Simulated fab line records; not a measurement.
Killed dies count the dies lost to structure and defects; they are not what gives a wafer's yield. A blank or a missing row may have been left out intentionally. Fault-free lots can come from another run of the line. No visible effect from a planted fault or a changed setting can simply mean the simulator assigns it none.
Code-filled problem report in 8D (eight disciplines) form	flow sky130	the parts of the form that need people (team, actions taken, sign-off) are left out

## 1. WHAT WENT WRONG
strip time to endpoint s at SKY_PWDE_STRIP_09 reads a mean of 9.15 s on 6 wafers of 2 lots; wafers without a fault read 37.02 s with a standard deviation of 0.11. So: -99 or more standard deviations from the usual mean.
The step: strips in O2/N2.
The first sign was on wafer L821.1 at day 8 08:58, on plasma asher-01. Wafers with a number at this step in the record: 42, from 14 lots. Rule for "out", or "out of limits": more than 4 standard deviations from the usual mean. Any other wafer with a number is counted as sound.

## 2. WHAT IT IS AND WHAT IT IS NOT
question	is	is not
which readings at this step	strip time to endpoint s, oes product au	drypump motor current A
which lots	L821, L823	L803, L804, L806, L807, L808, L809, L810, L811, L812, L813, L825, L826
which wafers of those lots	all that have a number	-
read on which tools	plasma asher-01, plasma asher-03	plasma asher-02
when	from day 8 08:58	up to then (30 sound wafers); but 6 sound wafers of L825, L826 came after

## 3. WHAT RULES OUT EACH SUSPECT
Counting: a tool at a process step up to the reading stays a suspect if it ran every lot that is out and no sound lot after the first of them.
- rie si-02 at SKY_FIELD_ISO_ETCH_17 (etches Si in HBr/Cl2/O2, target depth 342 nm, time 97.7 s): ruled out as a lasting fault. The sound lots L826 went through it after L821, its earliest lot that is out (day 6 08:16).
- litho track-04 at SKY_PWDE_COAT_02 (resist thk 3000 nm): kept. All lots that are out passed through it, beginning with L821 at day 7 22:14, and no sound lot followed; its final sound lot before that point was L809 at day 4 20:20.
After counting, what remains is litho track-04 at SKY_PWDE_COAT_02.

## 4. THE CAUSE (what the simulator had put in)
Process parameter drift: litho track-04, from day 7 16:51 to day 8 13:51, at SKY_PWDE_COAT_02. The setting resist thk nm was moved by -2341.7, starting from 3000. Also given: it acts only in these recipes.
This tool alone remained once counting was done.

## 5. SEQUENCE OF EFFECTS, ordered by route
Each row: a reading whose mean over the struck wafers that have a number lies more than 3 standard deviations from the usual. Readings are gone through only where the record gives a usual standard deviation; hours: the median, over the lots, of the time from a lot's start at the first step in this table giving one to that lot's start at this step; sigmas: the change measured in usual standard deviations.
hours	step	reading	usual	on struck wafers	change	sigmas
0	SKY_PWDE_STRIP_09	oes product au	0.722 a.u.	0.613	-0.109	-25
0	SKY_PWDE_STRIP_09	strip time to endpoint s	37.02 s	9.15	-27.87	-99 or more
Process steps it contains:
- SKY_PWDE_STRIP_09: strips in O2/N2.
Later steps that measure or inspect, where all struck wafers having a row at the step show a number for every such reading and not one has moved that far: SKY_NWELL_OVL_MEAS_10.

## 6. HOW IT WOULD HAVE BEEN CAUGHT EARLIER
In this record the first reading out of limits was taken at day 8 08:58, 16 hours after the fault began at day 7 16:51.
Lots out: 2; all had begun SKY_PWDE_COAT_02 on litho track-04 by day 8 08:58. Had the tool been put on hold then, not one of them would have been saved.
